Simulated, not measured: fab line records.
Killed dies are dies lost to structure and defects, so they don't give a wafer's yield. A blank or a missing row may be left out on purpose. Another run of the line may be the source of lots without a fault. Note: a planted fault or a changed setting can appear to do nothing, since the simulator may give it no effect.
2 desks looking at one fault + flow gf180mcu + what lay behind the numbers comes last; until then each desk has only its own

TOOL OWNER'S DESK, pecvd-02
The tool's own readings at GF_SAB_CVD_00 (deposits SiO2 from TEOS, target thk 50 nm, time 4.9302 s): means of the sampled wafers that have a number, for each lot that ran on this tool. The brackets show how far a lot's mean lies from the usual mean; more than 4 standard deviations puts the lot out of limits, marked OUT.
Columns: A = heater power w at GF_SAB_CVD_00, usual 677 W
| lot  | first seen here | A   |
|------|-----------------|-----|
| L809 | day 17 03:03    | 594 |
| L814 | day 18 20:58    | 636 |
| L819 | day 20 20:33    | 627 |
| L820 | day 21 01:52    | 627 |
This desk's verdict: no lot among the 4 shows anything out of limits.

AT THE METROLOGY DESK
What the gauges read for every lot (on any tool): the sampled wafers with a number, averaged. The brackets show how far a lot's mean lies from the usual mean; more than 4 standard deviations puts the lot out of limits, marked OUT.
Columns: A = SAB_CVD_00_THK at GF_SAB_THK_MEAS_01, usual 50.1 nm; B = SALICIDE_TIN_THK at GF_SALICIDE_THK_MEAS_05, usual 19.9 nm; C = CONTACT_BOW at GF_CONTACT_BOW_MEAS_05, usual 67 um
| lot  | first seen here | A              | B    | C  |
|------|-----------------|----------------|------|----|
| L802 | day 14 09:02    | 50.4           | 20.0 | 65 |
| L804 | day 15 03:32    | 50.3           | 19.8 | 67 |
| L805 | day 15 12:35    | 50.5           | 19.8 | 69 |
| L807 | day 16 12:53    | 50.6           | 19.5 | 61 |
| L808 | day 16 21:08    | 50.5           | 20.0 | 70 |
| L809 | day 17 03:06    | 50.0           | 19.3 | 68 |
| L811 | day 17 14:50    | 50.1           | 20.0 | 65 |
| L813 | day 18 10:39    | 50.7           | 19.8 | 63 |
| L814 | day 18 20:59    | 49.3           | 19.6 | 71 |
| L819 | day 20 20:35    | 39.4 (-14) OUT | 20.4 | 69 |
| L820 | day 21 01:53    | 38.8 (-15) OUT | 20.1 | 65 |
| L822 | day 21 16:26    | 49.9           | 19.8 | 64 |
| L823 | day 21 23:42    | 49.7           | 19.9 | 66 |
This desk finds L819, L820 out of limits, with the earliest case on L819 at day 20 20:35 (SAB_CVD_00_THK at GF_SAB_THK_MEAS_01). L802, L804, L805, L807, L808, L809, L811, L813, L814, L822, L823 stayed within limits.

BROUGHT TOGETHER
On L819, L820, the metrology desk was in a position to raise an alarm at day 20 20:35.
The tool owner's desk saw nothing out of limits.
The tool owner's desk has L819, L820 on record, within its limits.
Of the lots named, all ran GF_SAB_CVD_00 on pecvd-02.

WHAT THE SIMULATOR HAD INSERTED
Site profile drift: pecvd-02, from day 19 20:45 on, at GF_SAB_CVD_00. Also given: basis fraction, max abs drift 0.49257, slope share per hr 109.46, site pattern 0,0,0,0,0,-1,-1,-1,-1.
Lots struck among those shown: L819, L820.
Delay in hours, fault start to first out-of-limits reading, per desk: metrology desk 24.
